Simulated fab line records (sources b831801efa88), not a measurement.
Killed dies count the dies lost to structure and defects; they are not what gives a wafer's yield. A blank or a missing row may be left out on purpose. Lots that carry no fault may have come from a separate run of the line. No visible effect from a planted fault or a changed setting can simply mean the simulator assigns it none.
Split-lot trial / flow gf180mcu / on a route of 602 steps: 5 lots, 23 wafers read

== ON THE SPLIT ==
At GF_NSD_IMPLANT_10, the setting dose-cm2 was moved away from the recipe's 5e+14 on 7 of the 23 wafers read, by -12.8% to +16.4%. This setting was run at the recipe's value on the other wafers.

== FROM THE SPLIT TO THE READING: what the file shows between them, 6 steps ==
- GF_NSD_STRIP_11: strips in O2/N2
- GF_PSD_SOFTBAKE_03: time 60 s (also split here: temp-c)
- GF_PSD_EXPOSE_04: exposes mask Pplus, target cd 400 nm
- GF_PSD_PEB_05
- GF_PSD_CLEAN_12: cleans in SC1/SC2, time 150 s
- GF_PSD_RTA_13: time 20 s

== THE READING ==
NSD_RS, in ohm/sq, at GF_PSD_RS_MEAS_14 (measures by four-point-probe). A value of 46.11 ohm/sq with a standard deviation of 0.068 ohm/sq is what fault-free wafers of this fab line usually give.

wafer=L074.1; tool, chamber at the split=implanter-01, 0; dose-cm2 as run=5e+14; against the recipe=recipe; NSD_RS, ohm/sq=46.06; against lot-mates on the recipe=-
wafer=L074.2; tool, chamber at the split=implanter-01, 0; dose-cm2 as run=5e+14; against the recipe=recipe; NSD_RS, ohm/sq=46.08; against lot-mates on the recipe=-
wafer=L074.3; tool, chamber at the split=implanter-01, 0; dose-cm2 as run=5e+14; against the recipe=recipe; NSD_RS, ohm/sq=46.13; against lot-mates on the recipe=-
wafer=L074.4; tool, chamber at the split=implanter-01, 0; dose-cm2 as run=5e+14; against the recipe=recipe; NSD_RS, ohm/sq=45.99; against lot-mates on the recipe=-
wafer=L074.6; tool, chamber at the split=implanter-01, 0; dose-cm2 as run=5e+14; against the recipe=recipe; NSD_RS, ohm/sq=46.19; against lot-mates on the recipe=-
wafer=L075.1; tool, chamber at the split=implanter-01, 0; dose-cm2 as run=5e+14; against the recipe=recipe; NSD_RS, ohm/sq=46.21; against lot-mates on the recipe=-
wafer=L075.2; tool, chamber at the split=implanter-01, 0; dose-cm2 as run=5.289e+14; against the recipe=+5.8%; NSD_RS, ohm/sq=45.83; against lot-mates on the recipe=-0.43
wafer=L075.3; tool, chamber at the split=implanter-01, 0; dose-cm2 as run=5.289e+14; against the recipe=+5.8%; NSD_RS, ohm/sq=45.73; against lot-mates on the recipe=-0.53
wafer=L075.5; tool, chamber at the split=implanter-01, 0; dose-cm2 as run=5e+14; against the recipe=recipe; NSD_RS, ohm/sq=46.28; against lot-mates on the recipe=-
wafer=L075.6; tool, chamber at the split=implanter-01, 0; dose-cm2 as run=5e+14; against the recipe=recipe; NSD_RS, ohm/sq=46.30; against lot-mates on the recipe=-
wafer=L077.1; tool, chamber at the split=implanter-01, 0; dose-cm2 as run=4.361e+14; against the recipe=-12.8%; NSD_RS, ohm/sq=46.93; against lot-mates on the recipe=+0.82
wafer=L077.2; tool, chamber at the split=implanter-01, 0; dose-cm2 as run=5e+14; against the recipe=recipe; NSD_RS, ohm/sq=46.03; against lot-mates on the recipe=-
wafer=L077.4; tool, chamber at the split=implanter-01, 0; dose-cm2 as run=5e+14; against the recipe=recipe; NSD_RS, ohm/sq=46.16; against lot-mates on the recipe=-
wafer=L077.5; tool, chamber at the split=implanter-01, 0; dose-cm2 as run=5e+14; against the recipe=recipe; NSD_RS, ohm/sq=46.15; against lot-mates on the recipe=-
wafer=L077.6; tool, chamber at the split=implanter-01, 0; dose-cm2 as run=4.361e+14; against the recipe=-12.8%; NSD_RS, ohm/sq=46.93; against lot-mates on the recipe=+0.82
wafer=L080.1; tool, chamber at the split=implanter-03, 0; dose-cm2 as run=5e+14; against the recipe=recipe; NSD_RS, ohm/sq=46.13; against lot-mates on the recipe=-
wafer=L080.3; tool, chamber at the split=implanter-03, 0; dose-cm2 as run=5e+14; against the recipe=recipe; NSD_RS, ohm/sq=46.08; against lot-mates on the recipe=-
wafer=L080.5; tool, chamber at the split=implanter-03, 0; dose-cm2 as run=5e+14; against the recipe=recipe; NSD_RS, ohm/sq=46.14; against lot-mates on the recipe=-
wafer=L081.1; tool, chamber at the split=implanter-01, 0; dose-cm2 as run=5.819e+14; against the recipe=+16.4%; NSD_RS, ohm/sq=45.17; against lot-mates on the recipe=-0.92
wafer=L081.2; tool, chamber at the split=implanter-01, 0; dose-cm2 as run=5e+14; against the recipe=recipe; NSD_RS, ohm/sq=46.12; against lot-mates on the recipe=-
wafer=L081.3; tool, chamber at the split=implanter-01, 0; dose-cm2 as run=5.819e+14; against the recipe=+16.4%; NSD_RS, ohm/sq=45.12; against lot-mates on the recipe=-0.97
wafer=L081.4; tool, chamber at the split=implanter-01, 0; dose-cm2 as run=5e+14; against the recipe=recipe; NSD_RS, ohm/sq=46.06; against lot-mates on the recipe=-
wafer=L081.6; tool, chamber at the split=implanter-01, 0; dose-cm2 as run=5.819e+14; against the recipe=+16.4%; NSD_RS, ohm/sq=45.07; against lot-mates on the recipe=-1.02

FIT RESULTS
A straight line over all 23 wafers: NSD_RS changes by -0.062 ohm/sq for each +1% of dose-cm2; r = -0.99; the points scatter about the line by 0.075 ohm/sq.
The same after taking each lot's own level away (the mean of its wafers on the recipe; 23 wafers): -0.0618 ohm/sq for each +1%; r = -0.99; scatter 0.065 ohm/sq.
On that fit, the largest move of dose-cm2 shifts the reading by 1 ohm/sq.
The span of the lots' own levels, 46.090 to 46.263 ohm/sq, comes to 2.5 times the standard deviation stated above.
Consequently the slope shifts little with the lot-to-lot level, the two slopes agreeing.
Check: -1.04 ohm/sq against its lot-mates is what the line predicts for one of the wafers moved furthest among these (+16.4%) when that wafer is left out of the fit. It came out at -0.92 ohm/sq against them.

== FURTHER SPLITS ON THESE WAFERS ==
Before the reading, these wafers also passed through other splits. Each is held against what the fit with the lots' levels taken away leaves over:
other split on the same wafers=GF_POLY_GATE_OXIDATION_16 temp-c; wafers away from the commonest value=15; r with NSD_RS (lot level and that fit taken away)=-0.41
other split on the same wafers=GF_HV_LDD_DEVELOP_06 develop-time-s; wafers away from the commonest value=7; r with NSD_RS (lot level and that fit taken away)=+0.27
other split on the same wafers=GF_HV_LDD_COAT_26 resist-thk-nm; wafers away from the commonest value=9; r with NSD_RS (lot level and that fit taken away)=-0.07
other split on the same wafers=GF_HV_LDD_IMPLANT_34 tilt-deg; wafers away from the commonest value=6; r with NSD_RS (lot level and that fit taken away)=+0.11
other split on the same wafers=GF_HV_LDD_COAT_41 spin-rpm; wafers away from the commonest value=11; r with NSD_RS (lot level and that fit taken away)=+0.01
other split on the same wafers=GF_HV_LDD_IMPLANT_48 energy-kev; wafers away from the commonest value=9; r with NSD_RS (lot level and that fit taken away)=-0.17
other split on the same wafers=GF_NSD_DEVELOP_06 dev-temp-c; wafers away from the commonest value=7; r with NSD_RS (lot level and that fit taken away)=-0.08
other split on the same wafers=GF_PSD_SOFTBAKE_03 temp-c; wafers away from the commonest value=7; r with NSD_RS (lot level and that fit taken away)=-0.09

== THE WHOLE CHAIN: every reading that the file lists as answering this split, in the file's order ==
step=GF_NSD_STRIP_11; what it does=strips in O2/N2; reading=strip-time-to-endpoint-s; change (the file's fit)=withheld for each +1% of the setting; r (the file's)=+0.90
step=GF_PSD_RS_MEAS_14; what it does=measures by four-point-probe; reading=NSD_RS; change (the file's fit)=-0.0626 for each +1% of the setting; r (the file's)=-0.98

== FILE'S OWN FIT ==
NSD_RS changes by -0.0626 ohm/sq for each +1% of dose-cm2, r = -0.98.
